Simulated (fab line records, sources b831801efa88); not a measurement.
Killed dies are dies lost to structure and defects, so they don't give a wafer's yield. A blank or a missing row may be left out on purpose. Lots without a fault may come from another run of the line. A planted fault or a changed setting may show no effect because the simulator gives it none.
Which tool did it? | flow gf180mcu | 11 lots, 33 wafers sampled, at 4 steps of a route of 602

WHAT THE GAUGES READ, wafer by wafer
GF_PASSIVATION_THK_MEAS_01.
lot  | measured     | on            | PASSIVATION_CVD_00_THK (nm)
L171 | day 28 18:38 | film_metro-04 | 1001 995 1014
L173 | day 29 01:40 | film_metro-04 | 1009 1003 1016
L180 | day 31 07:02 | film_metro-03 | 1088 1008 1009
L182 | day 31 13:07 | film_metro-03 | 997 1010 1009
L183 | day 31 22:19 | film_metro-04 | 994 1003 1009
L186 | day 32 21:38 | film_metro-04 | 981 1012 993
L187 | day 32 23:58 | film_metro-03 | 1004 1009 1016
L190 | day 33 16:55 | film_metro-03 | 996 1000 989
L189 | day 33 17:52 | film_metro-01 | 998 1003 1011
L192 | day 34 02:39 | film_metro-01 | 984 1004 1002
L193 | day 34 06:52 | film_metro-03 | 991 1001 1001

WHICH TOOL RAN EACH LOT (tool, then ch and the chambers of the sampled wafers, then the start)
lot  | GF_TOP_METAL_SPUTTER_00      | GF_TOP_METAL_SPUTTER_02      | GF_PASSIVATION_CVD_00
L171 | pvd_sputter-04, day 27 19:13 | pvd_sputter-04, day 27 19:21 | pecvd-03 ch 0,2, day 28 18:34
L173 | pvd_sputter-04, day 28 05:12 | pvd_sputter-04, day 28 05:20 | pecvd-04 ch 0,1, day 29 01:35
L180 | pvd_sputter-04, day 30 11:53 | pvd_sputter-04, day 30 12:01 | pecvd-04 ch 0,1,2, day 31 06:58
L182 | pvd_sputter-04, day 30 18:11 | pvd_sputter-04, day 30 18:19 | pecvd-03 ch 1,2, day 31 13:02
L183 | pvd_sputter-02, day 31 04:07 | pvd_sputter-02, day 31 04:15 | pecvd-02 ch 0,2, day 31 22:15
L186 | pvd_sputter-02, day 32 04:41 | pvd_sputter-02, day 32 04:49 | pecvd-03 ch 1,2, day 32 21:32
L187 | pvd_sputter-02, day 32 07:23 | pvd_sputter-02, day 32 07:31 | pecvd-02 ch 0,1,2, day 32 23:53
L190 | pvd_sputter-02, day 33 00:09 | pvd_sputter-02, day 33 00:17 | pecvd-03 ch 0,1,2, day 33 16:50
L189 | pvd_sputter-02, day 33 01:11 | pvd_sputter-02, day 33 01:19 | pecvd-02 ch 0,1, day 33 17:45
L192 | pvd_sputter-04, day 33 09:52 | pvd_sputter-04, day 33 10:00 | pecvd-02 ch 0,1,2, day 34 02:34
L193 | pvd_sputter-04, day 33 14:25 | pvd_sputter-04, day 33 14:34 | pecvd-03 ch 0,1,2, day 34 06:47
- GF_TOP_METAL_SPUTTER_00: material Ti, target thk 37.5 nm, time 150 s.
- GF_TOP_METAL_SPUTTER_02: material AlCu, target thk 900 nm, time 47.82 s.
- GF_PASSIVATION_CVD_00: deposits SiO2 from TEOS, target thk 1000 nm, time 111.95 s.

THE ANSWER, worked out from the rows above alone
Rule: what is usual is taken from the lots themselves. Put in order of their means at a reading, lots are off if they are a third of the lots or fewer, leave a main group of 4 or more, and stand apart from it by a gap of 3 or more times the standard deviation of the main group's means; of several such gaps the widest counts. A main group whose means are all the same, to the digits that the tables above print for the reading, isn't used. A lot without any number at a reading at which 4 lots or more have one is off too. The other lots that the step has rows for count as sound.
Off: L180, at GF_PASSIVATION_THK_MEAS_01 (PASSIVATION_CVD_00_THK). The main group: mean 1002 nm, standard deviation 5.2.
A tool fits if, at a process step before that reading, it ran every lot that is off, and no sound lot after the first of them. The gauges at GF_PASSIVATION_THK_MEAS_01 are tried like those tools. One fits: pecvd-04 at GF_PASSIVATION_CVD_00. Its last sound lot is L173 (day 29 01:35), its first lot that is off L180 (day 31 06:58): a fault that began between those two fits.

WHAT THE SIMULATOR HAD PUT IN
Process parameter drift: pecvd-04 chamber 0, from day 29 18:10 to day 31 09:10, at GF_PASSIVATION_CVD_00. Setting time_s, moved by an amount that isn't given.
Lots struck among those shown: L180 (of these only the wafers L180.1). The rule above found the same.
